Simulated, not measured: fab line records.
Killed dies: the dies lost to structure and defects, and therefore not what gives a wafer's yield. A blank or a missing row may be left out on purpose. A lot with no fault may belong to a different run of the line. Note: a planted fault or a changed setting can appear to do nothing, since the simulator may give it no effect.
fab line records	flow sky130
[record] lots = 15	wafers = 45	last_day = 50
route steps=708 shown METAL2@485 VIA2@519
lots with no fault: from the same line, run without faults
start_h: hours from the record's opening day to when the first of the lot's shown wafers began	wait_h: how many hours have passed since the lot's step before this one	" the same as in the row above	L1.1+2: several wafers, shown together as one row	- no value present, or no start provided	* or withheld: withheld	< > ~ a bound
route shown NAME@n: NAME is a module with steps in the file, n the number in the route of the first one	usual: mean/standard deviation of fault-free wafers	same: alike in all rows	chamber/n: place in a boat	sites: each site's reading	_std_site: standard deviation of those values	_edge_site: inner sites' mean taken away from outer sites' mean	radius_mm: for every site, how far away it sits from the centre of the wafer	mask NAME#n: copy n	behind: tool/chamber where the wafer was last shaped	hold: reason for holding the lot/hours on hold/outcome of the hold	device: whichever transistor did not switch (one of n, p or np)	end of line: the tests these same wafers got at the end of their route	where a step has no rows: the recipe by itself	killed: the dies lost at the first sort to structure and to defects; this is not the yield of the wafer	map: shows each die of a wafer: x if killed, . if not, _ if none is there
set.NAME: the setting the step ran with; set.NAME@STEP: the setting that earlier step ran with	model.NAME: the simulator's own value behind a step, which no gauge read
route steps across a sampled set of lots; one table per step, one row per wafer
services: the hour from which a tool's chamber was out of use, counted from the record's first day as start_h (under 0 if before that day), plus the number of hours and why
[[steps]]
[step SKY_METAL2_SPUTTER_02]
[recipe] material = AlCu	target_thk_nm = 250	power_w = 10600	time_s = 13.3	chamber_pressure_pa = 0.4
[usual] throttle_valve_pct = 30.5/0.8
lot.wafer	tool	chamber	start_h	wait_h	throttle_valve_pct
L260.2	pvd_sputter-04	-	792.98	0.0	29.6
L260.4	"	-	"	"	30.7
L260.6	"	-	"	"	30.7
L261.1	pvd_sputter-01	-	825.10	0.0	30.8
L261.2	"	-	"	"	31.1
L261.6	"	-	"	"	30.7
L263.2	pvd_sputter-03	-	826.57	0.0	28.9
L263.4	"	-	"	"	30.6
L263.5	"	-	"	"	30.5
L262.1	pvd_sputter-01	-	828.46	0.0	31.4
L262.2	"	-	"	"	30.8
L262.4	"	-	"	"	30.7
L270.1	pvd_sputter-01	-	876.92	0.0	30.9
L270.3	"	-	"	"	30.8
L270.4	"	-	"	"	30.7
L271.2	pvd_sputter-03	-	879.20	0.0	29.1
L271.3	"	-	"	"	30.0
L271.5	"	-	"	"	30.0
L272.2	pvd_sputter-01	-	893.23	0.0	30.8
L272.4	"	-	"	"	31.0
L272.6	"	-	"	"	31.0
L273.2	pvd_sputter-03	-	901.32	0.0	30.3
L273.4	"	-	"	"	28.7
L273.5	"	-	"	"	29.9
L275.2	pvd_sputter-03	-	915.07	0.0	30.3
L275.3	"	-	"	"	29.3
L275.5	"	-	"	"	30.0
L276.2	pvd_sputter-01	-	923.68	0.0	31.0
L276.3	"	-	"	"	30.9
L276.5	"	-	"	"	30.5
L277.3	pvd_sputter-03	-	924.86	0.0	28.7
L277.5	"	-	"	"	30.0
L277.6	"	-	"	"	28.7
L278.1	pvd_sputter-01	-	941.78	0.0	31.2
L278.3	"	-	"	"	30.8
L278.6	"	-	"	"	30.9
L280.2	pvd_sputter-04	-	950.67	0.0	31.6
L280.3	"	-	"	"	30.8
L280.5	"	-	"	"	31.5
L282.2	pvd_sputter-01	-	983.97	0.0	30.9
L282.4	"	-	"	"	31.1
L282.6	"	-	"	"	30.7
L281.3	pvd_sputter-01	-	986.50	0.0	30.6
L281.5	"	-	"	"	31.3
L281.6	"	-	"	"	31.1
[step SKY_METAL2_OVL_MEAS_16]
[usual] METAL2_OVL = -7/5.3
lot.wafer	tool	chamber	start_h	wait_h	METAL2_OVL[nm]
L260.2	overlay-02	-	819.95	0.1	-14
L260.4	"	-	"	"	-14
L260.6	"	-	"	"	-21
L261.1	overlay-01	-	851.16	0.1	-2
L261.2	"	-	"	"	-5
L261.6	"	-	"	"	-1
L263.2	overlay-01	-	853.51	0.1	-7
L263.4	"	-	"	"	-3
L263.5	"	-	"	"	-16
L262.1	overlay-02	-	855.26	0.1	0
L262.2	"	-	"	"	-3
L262.4	"	-	"	"	-1
L270.1	overlay-01	-	903.17	0.1	-16
L270.3	"	-	"	"	-11
L270.4	"	-	"	"	-6
L271.2	overlay-01	-	905.03	0.1	-9
L271.3	"	-	"	"	-4
L271.5	"	-	"	"	-12
L272.2	overlay-01	-	919.15	0.1	-12
L272.4	"	-	"	"	-7
L272.6	"	-	"	"	-9
L273.2	overlay-01	-	926.56	0.1	-9
L273.4	"	-	"	"	-9
L273.5	"	-	"	"	0
L275.2	overlay-01	-	940.03	0.1	-5
L275.3	"	-	"	"	-16
L275.5	"	-	"	"	-10
L276.2	overlay-02	-	948.35	0.1	-6
L276.3	"	-	"	"	-10
L276.5	"	-	"	"	0
L277.3	overlay-01	-	949.47	0.1	-2
L277.5	"	-	"	"	0
L277.6	"	-	"	"	-5
L278.1	overlay-02	-	966.61	0.1	-8
L278.3	"	-	"	"	-6
L278.6	"	-	"	"	-13
L280.2	overlay-01	-	974.96	0.1	-11
L280.3	"	-	"	"	-5
L280.5	"	-	"	"	-6
L282.2	overlay-02	-	1007.33	0.1	-18
L282.4	"	-	"	"	-13
L282.6	"	-	"	"	-15
L281.3	overlay-02	-	1010.44	0.1	2
L281.5	"	-	"	"	-10
L281.6	"	-	"	"	-4
[step SKY_VIA2_CD_MEAS_12]
[recipe] target_cd_nm = 200
[usual] cd_nm = 199.9/1.4
lot.wafer	tool	chamber	start_h	wait_h	cd_nm
L260.2	cd_sem-01	-	847.44	-	200.8
L260.4	"	-	"	"	200.8
L260.6	"	-	"	"	200.0
L261.1	cd_sem-02	-	878.54	-	200.3
L261.2	"	-	"	"	200.8
L261.6	"	-	"	"	199.1
L263.2	cd_sem-02	-	880.59	-	200.8
L263.4	"	-	"	"	201.5
L263.5	"	-	"	"	201.9
L262.1	cd_sem-01	-	882.34	-	195.9
L262.2	"	-	"	"	197.6
L262.4	"	-	"	"	196.6
L270.1	cd_sem-02	-	930.12	-	200.6
L270.3	"	-	"	"	201.0
L270.4	"	-	"	"	201.5
L271.2	cd_sem-02	-	931.51	-	200.3
L271.3	"	-	"	"	201.5
L271.5	"	-	"	"	199.0
L272.2	cd_sem-01	-	944.71	-	198.3
L272.4	"	-	"	"	197.8
L272.6	"	-	"	"	198.9
L273.2	cd_sem-01	-	952.44	-	198.8
L273.4	"	-	"	"	198.3
L273.5	"	-	"	"	197.6
L275.2	cd_sem-01	-	965.94	-	201.1
L275.3	"	-	"	"	201.3
L275.5	"	-	"	"	201.6
L276.2	cd_sem-01	-	974.01	-	200.8
L276.3	"	-	"	"	200.9
L276.5	"	-	"	"	200.1
L277.3	cd_sem-02	-	974.68	-	200.2
L277.5	"	-	"	"	199.9
L277.6	"	-	"	"	200.0
L278.1	cd_sem-02	-	992.17	-	199.1
L278.3	"	-	"	"	201.6
L278.6	"	-	"	"	199.9
L280.2	cd_sem-02	-	998.81	-	201.1
L280.3	"	-	"	"	202.2
L280.5	"	-	"	"	202.7
L282.2	cd_sem-02	-	1031.29	-	197.3
L282.4	"	-	"	"	197.5
L282.6	"	-	"	"	198.4
L281.3	cd_sem-02	-	1034.79	-	201.3
L281.5	"	-	"	"	200.5
L281.6	"	-	"	"	201.5
[step SKY_VIA2_ETCH_15]
[recipe] target = SiO2	chemistry = C4F8/O2/Ar	target_depth_nm = 546	stop_on = TiN	mask_material = KrF-thick	source_w = 1500	bias_w = 1200	pressure_mtorr = 40	c4f8_flow_sccm = withheld	O2_flow_sccm = 6	Ar_flow_sccm = 300	time_s = 84
[usual] bias_w = 1200/3.5	chamber_pressure_mTorr = 39.99/0.035	oes_product_au = 0.939/0.0046
lot.wafer	tool	chamber	start_h	wait_h	bias_w	chamber_pressure_mTorr	oes_product_au	rf_hours_counter_h
L260.2	rie_diel-03	2	847.62	0.0	1200	40.03	0.942	17
L260.4	"	1	"	"	1204	39.97	0.942	8
L260.6	"	1	"	"	1198	39.97	0.937	-
L261.1	rie_diel-02	1	878.74	0.0	1204	40.01	0.941	15
L261.2	"	2	"	"	1196	39.90	0.932	9
L261.6	"	3	"	"	1199	39.90	0.935	-
L263.2	rie_diel-04	3	880.77	0.0	1202	39.99	0.937	9
L263.4	"	0	"	"	1202	40.01	0.936	12
L263.5	"	2	"	"	1204	39.99	0.939	-
L262.1	rie_diel-02	1	882.54	0.0	1202	39.97	0.938	15
L262.2	"	0	"	"	1200	40.00	0.936	8
L262.4	"	2	"	"	1199	39.99	0.944	9
L270.1	rie_diel-03	1	930.32	0.0	-	-	-	-
L270.3	"	2	"	"	-	-	-	-
L270.4	"	3	"	"	-	-	-	-
L271.2	rie_diel-02	1	931.69	0.0	-	-	-	-
L271.3	"	0	"	"	-	-	-	-
L271.5	"	0	"	"	-	-	-	-
L272.2	rie_diel-02	1	944.89	0.0	-	-	-	-
L272.4	"	3	"	"	-	-	-	-
L272.6	"	2	"	"	-	-	-	-
L273.2	rie_diel-04	3	952.62	0.0	1196	40.03	0.935	11
L273.4	"	1	"	"	1202	40.01	0.926	10
L273.5	"	3	"	"	1197	40.00	0.946	-
L275.2	rie_diel-02	2	966.12	0.0	1205	39.98	0.941	12
L275.3	"	0	"	"	1200	39.98	0.934	10
L275.5	"	2	"	"	1202	39.99	0.934	-
L276.2	rie_diel-02	1	974.19	0.0	1200	39.99	0.934	18
L276.3	"	0	"	"	1199	40.05	0.944	10
L276.5	"	1	"	"	1198	39.96	0.947	-
L277.3	rie_diel-03	2	974.84	0.0	1202	39.96	0.940	21
L277.5	"	3	"	"	1203	39.97	0.940	-
L277.6	"	2	"	"	1206	40.03	0.939	-
L278.1	rie_diel-02	2	992.37	0.0	1201	39.97	0.942	13
L278.3	"	0	"	"	1196	40.03	0.940	11
L278.6	"	3	"	"	1207	40.00	0.934	-
L280.2	rie_diel-03	3	998.99	0.0	1205	39.99	0.935	22
L280.3	"	2	"	"	1206	39.94	0.934	22
L280.5	"	1	"	"	1202	39.98	0.948	-
L282.2	rie_diel-02	2	1031.47	0.0	1200	40.00	0.949	14
L282.4	"	2	"	"	1197	40.00	0.946	-
L282.6	"	0	"	"	1203	40.01	0.936	-
L281.3	rie_diel-03	3	1034.94	0.0	1198	39.99	0.935	23
L281.5	"	3	"	"	1207	40.05	0.939	-
L281.6	"	2	"	"	1203	39.99	0.942	-
[step SKY_VIA2_STRIP_16]
[recipe] chemistry = O2/N2	power_w = 1400	pressure_mtorr = 1500	platen_temp_c = withheld	o2_flow_sccm = 3000	n2_flow_sccm = 300	overash_fraction = 0.5
[usual] drypump_motor_current_A = 5.8/0.43	oes_product_au = 0.398/0.0049	strip_time_to_endpoint_s = 4.056/0.022
lot.wafer	tool	chamber	start_h	wait_h	drypump_motor_current_A	oes_product_au	rf_hours_counter_h	strip_time_to_endpoint_s
L260.2	plasma_asher-02	0	847.68	0.0	5.8	0.398	74	4.085
L260.4	"	0	"	"	5.8	0.392	-	4.038
L260.6	"	1	"	"	6.1	0.392	-	4.050
L261.1	plasma_asher-02	1	878.81	0.0	6.1	0.396	77	4.057
L261.2	"	0	"	"	5.8	0.395	77	4.084
L261.6	"	0	"	"	5.8	0.405	-	4.084
L263.2	plasma_asher-04	1	880.83	0.0	4.9	0.393	44	4.067
L263.4	"	1	"	"	4.9	0.404	-	4.085
L263.5	"	1	"	"	4.9	0.397	-	4.092
L262.1	plasma_asher-04	0	882.60	0.0	5.8	0.399	44	4.067
L262.2	"	1	"	"	4.9	0.395	44	4.073
L262.4	"	0	"	"	5.9	0.404	-	4.109
L270.1	plasma_asher-04	0	930.38	0.0	5.8	0.453	49	5.198
L270.3	"	1	"	"	4.9	0.445	-	5.206
L270.4	"	0	"	"	5.8	0.446	-	5.199
L271.2	plasma_asher-04	0	931.75	0.0	5.8	0.446	49	5.171
L271.3	"	0	"	"	5.8	0.450	-	5.179
L271.5	"	1	"	"	4.9	0.441	-	5.184
L272.2	plasma_asher-03	1	944.95	0.0	6.3	0.455	21	5.204
L272.4	"	1	"	"	6.3	0.443	-	5.214
L272.6	"	0	"	"	5.6	0.450	-	5.197
L273.2	plasma_asher-02	1	952.68	0.0	6.0	0.407	85	4.052
L273.4	"	1	"	"	6.0	0.390	-	4.062
L273.5	"	1	"	"	6.1	0.392	-	4.036
L275.2	plasma_asher-04	0	966.18	0.0	5.8	0.403	53	4.040
L275.3	"	1	"	"	4.9	0.401	-	4.075
L275.5	"	0	"	"	5.8	0.403	-	4.064
L276.2	plasma_asher-02	0	974.26	0.0	5.8	0.405	87	4.040
L276.3	"	0	"	"	5.8	0.398	-	4.066
L276.5	"	1	"	"	6.1	0.398	-	4.022
L277.3	plasma_asher-02	1	974.94	0.1	6.0	0.402	-	4.018
L277.5	"	0	"	"	5.8	0.401	-	4.004
L277.6	"	1	"	"	6.0	0.392	-	4.015
L278.1	plasma_asher-03	1	992.43	0.0	6.4	0.391	26	4.094
L278.3	"	1	"	"	6.3	0.395	-	4.065
L278.6	"	0	"	"	5.6	0.401	-	4.064
L280.2	plasma_asher-03	0	999.05	0.0	5.5	0.402	27	4.015
L280.3	"	1	"	"	6.3	0.406	-	4.060
L280.5	"	0	"	"	5.6	0.392	-	4.026
L282.2	plasma_asher-03	1	1031.53	0.0	6.3	0.394	30	4.073
L282.4	"	0	"	"	5.6	0.394	-	4.082
L282.6	"	1	"	"	6.3	0.402	-	4.055
L281.3	plasma_asher-03	1	1035.04	0.1	6.4	0.401	-	4.025
L281.5	"	0	"	"	5.5	0.391	-	4.057
L281.6	"	1	"	"	6.4	0.399	-	4.040
[[services]]
tool	chamber	start_h	hours	kind
rie_diel-03	2	794.78	4.6	repair
pvd_sputter-01	-	797.40	1.8	repair
rie_diel-02	3	798.41	2.6	repair
pvd_sputter-01	-	813.65	4.5	repair
rie_diel-04	3	821.37	5.9	repair
rie_diel-04	2	828.78	4.1	repair
plasma_asher-04	-	849.69	14.6	pm
plasma_asher-02	-	866.02	2.0	repair
pvd_sputter-01	3	866.06	-	consumable_replace:kit
rie_diel-03	-	867.73	1.2	repair
pvd_sputter-04	-	886.60	6.0	repair
rie_diel-04	3	900.35	9.3	repair
rie_diel-04	1	901.29	7.9	repair
rie_diel-02	3	911.99	5.7	repair
rie_diel-03	0	916.64	4.1	repair
rie_diel-04	2	939.41	10.4	repair
rie_diel-02	0	966.94	5.6	repair
plasma_asher-03	-	969.71	0.7	repair
rie_diel-02	1	986.29	13.4	repair
pvd_sputter-04	-	994.79	1.0	repair
rie_diel-02	3	998.06	46.5	repair
plasma_asher-02	-	1004.51	6.5	repair
rie_diel-04	0	1009.69	4.9	repair
rie_diel-03	-	1011.12	0.2	repair
[[key]]
[first_sign] step = SKY_VIA2_ETCH_15	reading = tool_record	direction = missing
[effect] step = SKY_VIA2_STRIP_16	reading = strip_time_to_endpoint_s	direction = up	sigmas = 52	usual = *	struck = *
met_at SKY_VIA2_ETCH_15
struck_lots L270,L271,L272
later_rows_left_out L270.1,L270.3,L270.4,L271.2,L271.3,L271.5,L272.2,L272.4,L272.6
sort_left_out L270.1,L270.3,L270.4,L271.2,L271.3,L271.5,L272.2,L272.4,L272.6
not_acting_at SKY_METAL2_SPUTTER_02,SKY_METAL2_OVL_MEAS_16,SKY_VIA2_CD_MEAS_12
onset_between 882.54 930.32
[fault] kind = skipped_step_whole	tool = rie_diel-02,rie_diel-03	chamber = -	onset_h = 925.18	steps = SKY_VIA2_ETCH_15	scope = struck_lots_only
// sort_left_out: the simulated sort isn't trusted on such a fault, so these wafers' sort isn't shown, and their yield isn't known
// later_rows_left_out: the simulator's readings of these wafers behind a module that went badly wrong aren't trusted and aren't shown, but for the sort
